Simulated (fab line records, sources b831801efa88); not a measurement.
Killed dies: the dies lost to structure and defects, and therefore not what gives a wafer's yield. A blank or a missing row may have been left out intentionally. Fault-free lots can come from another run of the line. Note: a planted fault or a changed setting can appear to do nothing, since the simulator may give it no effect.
Which tool is to blame? + flow gf180mcu + Sampling: 12 lots, 36 wafers, 6 of 602 route steps

## WHAT EACH GAUGE READ, for each wafer
GF_POLY_GATE_OVL_MEAS_11. Usual: POLY_GATE_OVL typically reads 0 nm, with standard deviation 4.8.
| lot  | measured     | on         | POLY_GATE_OVL (nm) | flag |
|------|--------------|------------|--------------------|------|
| L966 | day 9 10:52  | overlay-01 | -5 -2 -1           |      |
| L968 | day 9 23:31  | overlay-02 | 3 3 4              |      |
| L969 | day 10 09:19 | overlay-02 | 1 2 0              |      |
| L970 | day 10 17:46 | overlay-01 | 1 0 -2             |      |
| L974 | day 11 21:01 | overlay-02 | 2 -4 -1            |      |
| L979 | day 13 12:55 | overlay-01 | -4 0 1             |      |
| L981 | day 14 03:25 | overlay-01 | -12 -9 -10         |      |
| L982 | day 14 07:46 | overlay-02 | 0 -1 0             |      |
| L983 | day 14 19:34 | overlay-01 | 7 3 7              |      |
| L985 | day 15 06:28 | overlay-02 | 3 8 1              |      |
| L986 | day 15 12:55 | overlay-01 | 2 -1 3             |      |
| L988 | day 16 07:34 | overlay-01 | -5 -9 -5           |      |

GF_POLY_GATE_CD_MEAS_18. Usual: cd-nm reads 280.2 nm (standard deviation 2.1).
| lot  | measured     | on        | cd-nm (nm)        | flag |
|------|--------------|-----------|-------------------|------|
| L966 | day 9 12:29  | cd-sem-01 | 280.9 283.4 282.8 |      |
| L968 | day 10 01:49 | cd-sem-01 | 279.1 279.0 278.4 |      |
| L969 | day 10 12:03 | cd-sem-02 | 279.7 281.6 278.0 |      |
| L970 | day 10 19:22 | cd-sem-01 | 281.0 281.7 281.2 |      |
| L974 | day 11 22:51 | cd-sem-02 | 282.9 281.7 281.3 |      |
| L979 | day 13 15:27 | cd-sem-01 | 282.5 280.2 282.1 |      |
| L981 | day 14 05:02 | cd-sem-02 | 281.1 277.8 279.1 |      |
| L982 | day 14 09:22 | cd-sem-02 | 276.9 279.2 281.8 |      |
| L983 | day 14 22:20 | cd-sem-01 | 278.5 280.9 280.0 |      |
| L985 | day 15 08:05 | cd-sem-02 | 276.7 281.5 276.0 |      |
| L986 | day 15 14:31 | cd-sem-02 | 281.4 278.4 279.9 |      |
| L988 | day 16 09:10 | cd-sem-01 | 279.6 279.8 280.6 |      |

GF_HV_LDD_TW_MEAS_38. Usual: HV_LDD_3_TW typically reads 1425, with standard deviation 6.9.
| lot  | measured     | on            | HV_LDD_3_TW    | flag |
|------|--------------|---------------|----------------|------|
| L966 | day 11 21:55 | film-metro-01 | 1433 1422 1431 |      |
| L968 | day 12 11:54 | film-metro-01 | 1408 1419 1420 |      |
| L969 | day 12 23:19 | film-metro-04 | 1426 1428 1427 |      |
| L970 | day 13 07:34 | film-metro-02 | 1545 1549 1543 | OFF  |
| L974 | day 14 12:32 | film-metro-01 | 1529 1527 1521 | OFF  |
| L979 | day 16 08:46 | film-metro-02 | 1435 1434 1435 |      |
| L981 | day 16 23:22 | film-metro-02 | 1430 1429 1427 |      |
| L982 | day 17 03:36 | film-metro-04 | 1416 1416 1418 |      |
| L983 | day 17 18:16 | film-metro-02 | 1433 1431 1430 |      |
| L985 | day 18 05:37 | film-metro-04 | 1413 1418 1417 |      |
| L986 | day 18 12:30 | film-metro-02 | 1432 1416 1429 |      |
| L988 | day 19 09:09 | film-metro-01 | 1423 1420 1425 |      |

GF_HV_LDD_RS_MEAS_53: measures by four-point-probe. Usual: HV_LDD_RS typically reads 418.7 ohm/sq, with standard deviation 0.96.
| lot  | measured     | on            | HV_LDD_RS (ohm/sq) | flag |
|------|--------------|---------------|--------------------|------|
| L966 | day 12 18:15 | film-metro-02 | 417.3 417.9 418.6  |      |
| L968 | day 13 08:24 | film-metro-01 | 420.9 420.6 420.4  |      |
| L969 | day 13 20:06 | film-metro-02 | 418.0 417.2 417.4  |      |
| L970 | day 14 05:05 | film-metro-01 | 400.0 401.0 400.1  | OFF  |
| L974 | day 15 09:39 | film-metro-04 | 400.7 399.8 400.8  | OFF  |
| L979 | day 17 08:08 | film-metro-01 | 418.1 419.5 419.0  |      |
| L981 | day 17 22:38 | film-metro-02 | 419.0 418.3 416.9  |      |
| L982 | day 18 03:07 | film-metro-01 | 419.1 419.9 418.8  |      |
| L983 | day 18 18:04 | film-metro-04 | 419.5 419.9 418.9  |      |
| L985 | day 19 06:00 | film-metro-01 | 419.1 420.0 419.2  |      |
| L986 | day 19 13:41 | film-metro-04 | 418.4 418.7 419.2  |      |
| L988 | day 20 10:10 | film-metro-01 | 418.4 419.1 418.4  |      |

## EACH LOT AND THE TOOL THAT RAN IT (in order: tool; ch and the chambers of the sampled wafers; start)
| lot  | GF_HV_LDD_IMPLANT_33            | GF_HV_LDD_STRIP_49                   |
|------|---------------------------------|--------------------------------------|
| L966 | implanter-01 ch 0, day 11 21:14 | plasma-asher-01 ch 0,1, day 12 17:57 |
| L968 | implanter-01 ch 0, day 12 11:12 | plasma-asher-03 ch 0,1, day 13 08:06 |
| L969 | implanter-04 ch 0, day 12 22:38 | plasma-asher-03 ch 0,1, day 13 19:48 |
| L970 | implanter-03 ch 0, day 13 06:27 | plasma-asher-04 ch 0,1, day 14 04:48 |
| L974 | implanter-01 ch 0, day 14 11:32 | plasma-asher-01 ch 0,1, day 15 09:21 |
| L979 | implanter-01 ch 0, day 16 08:04 | plasma-asher-03 ch 1, day 17 07:51   |
| L981 | implanter-04 ch 0, day 16 22:40 | plasma-asher-01 ch 0,1, day 17 22:21 |
| L982 | implanter-01 ch 0, day 17 02:54 | plasma-asher-01 ch 0,1, day 18 02:51 |
| L983 | implanter-03 ch 0, day 17 17:36 | plasma-asher-01 ch 0,1, day 18 17:47 |
| L985 | implanter-03 ch 0, day 18 04:55 | plasma-asher-04 ch 0,1, day 19 05:42 |
| L986 | implanter-04 ch 0, day 18 11:48 | plasma-asher-01 ch 0,1, day 19 13:24 |
| L988 | implanter-01 ch 0, day 19 08:27 | plasma-asher-04 ch 0,1, day 20 09:54 |
- GF_HV_LDD_IMPLANT_33
- GF_HV_LDD_STRIP_49: strips in O2/N2.

## WHAT THE TOOLS THEMSELVES READ (means of the sampled wafers that have a number; where no wafer has one, the mark that the record gives instead)
GF_HV_LDD_IMPLANT_33. Usual: end-station-pressure-torr 5.05e-06 Torr, standard deviation 2.8e-07; faraday-current-uA 42.4, standard deviation 0.87.
| lot  | tool         | end-station-pressure-torr (Torr) | faraday-current-uA | flag |
|------|--------------|----------------------------------|--------------------|------|
| L966 | implanter-01 | 4.90e-06                         | 42.3               |      |
| L968 | implanter-01 | 5.22e-06                         | 41.9               |      |
| L969 | implanter-04 | 5.08e-06                         | 42.4               |      |
| L970 | implanter-03 | 5.23e-06                         | 41.9               |      |
| L974 | implanter-01 | 5.00e-06                         | 42.1               |      |
| L979 | implanter-01 | 5.00e-06                         | 42.4               |      |
| L981 | implanter-04 | 5.00e-06                         | 42.1               |      |
| L982 | implanter-01 | 5.19e-06                         | 41.5               |      |
| L983 | implanter-03 | 5.08e-06                         | 42.4               |      |
| L985 | implanter-03 | 5.27e-06                         | 42.2               |      |
| L986 | implanter-04 | 4.96e-06                         | 42.7               |      |
| L988 | implanter-01 | 4.91e-06                         | 42.4               |      |

GF_HV_LDD_STRIP_49. Usual: drypump-motor-current-A 5.9 A, standard deviation 0.57; heater-power-w 363 W, standard deviation 42; oes-product-au 0.716 a.u., standard deviation 0.0049; strip-time-to-endpoint-s 12.64 s, standard deviation 0.034.
| lot  | tool            | drypump-motor-current-A (A) | heater-power-w (W) | oes-product-au (a.u.) | strip-time-to-endpoint-s (s) | flag |
|------|-----------------|-----------------------------|--------------------|-----------------------|------------------------------|------|
| L966 | plasma-asher-01 | 6.2                         | 368                | 0.712                 | 12.65                        |      |
| L968 | plasma-asher-03 | 5.2                         | 375                | 0.721                 | 12.63                        |      |
| L969 | plasma-asher-03 | 5.6                         | 392                | 0.714                 | 12.65                        |      |
| L970 | plasma-asher-04 | 6.0                         | 323                | 0.716                 | 12.64                        |      |
| L974 | plasma-asher-01 | 6.4                         | 389                | 0.717                 | 12.62                        |      |
| L979 | plasma-asher-03 | 4.8                         | 348                | 0.721                 | 12.65                        |      |
| L981 | plasma-asher-01 | 6.4                         | 384                | 0.717                 | 12.62                        |      |
| L982 | plasma-asher-01 | 6.2                         | 357                | 0.716                 | 12.63                        |      |
| L983 | plasma-asher-01 | 6.2                         | 361                | 0.713                 | 12.64                        |      |
| L985 | plasma-asher-04 | 6.1                         | 303                | 0.718                 | 12.66                        |      |
| L986 | plasma-asher-01 | 6.4                         | 386                | 0.719                 | 12.64                        |      |
| L988 | plasma-asher-04 | 6.0                         | 319                | 0.709                 | 12.66                        |      |

## THE ANSWER, worked out from the rows above alone
Rule: take the mean of a lot's wafers that have a number; if it is more than 3 standard deviations from the usual mean, the lot is off. Also off: a lot with no number at a reading for which 4 or more lots have one. The other lots that the step has rows for count as sound. After the gauges, taken in route order, come the tools' own readings; for these a lot's mean is taken, as printed above. The first step at which some lot is off is used, and at that step the reading that is off furthest; a lot without a number counts as furthest.
Off: L970, L974, seen at GF_HV_LDD_TW_MEAS_38 (HV_LDD_3_TW).
A tool fits if, at a process step before that reading, it ran every lot that is off, and no sound lot after the first of them. The gauges at GF_HV_LDD_TW_MEAS_38 are tried like those tools. Not one of the candidates tried fits.

## WHAT THE SIMULATOR HAD INSERTED
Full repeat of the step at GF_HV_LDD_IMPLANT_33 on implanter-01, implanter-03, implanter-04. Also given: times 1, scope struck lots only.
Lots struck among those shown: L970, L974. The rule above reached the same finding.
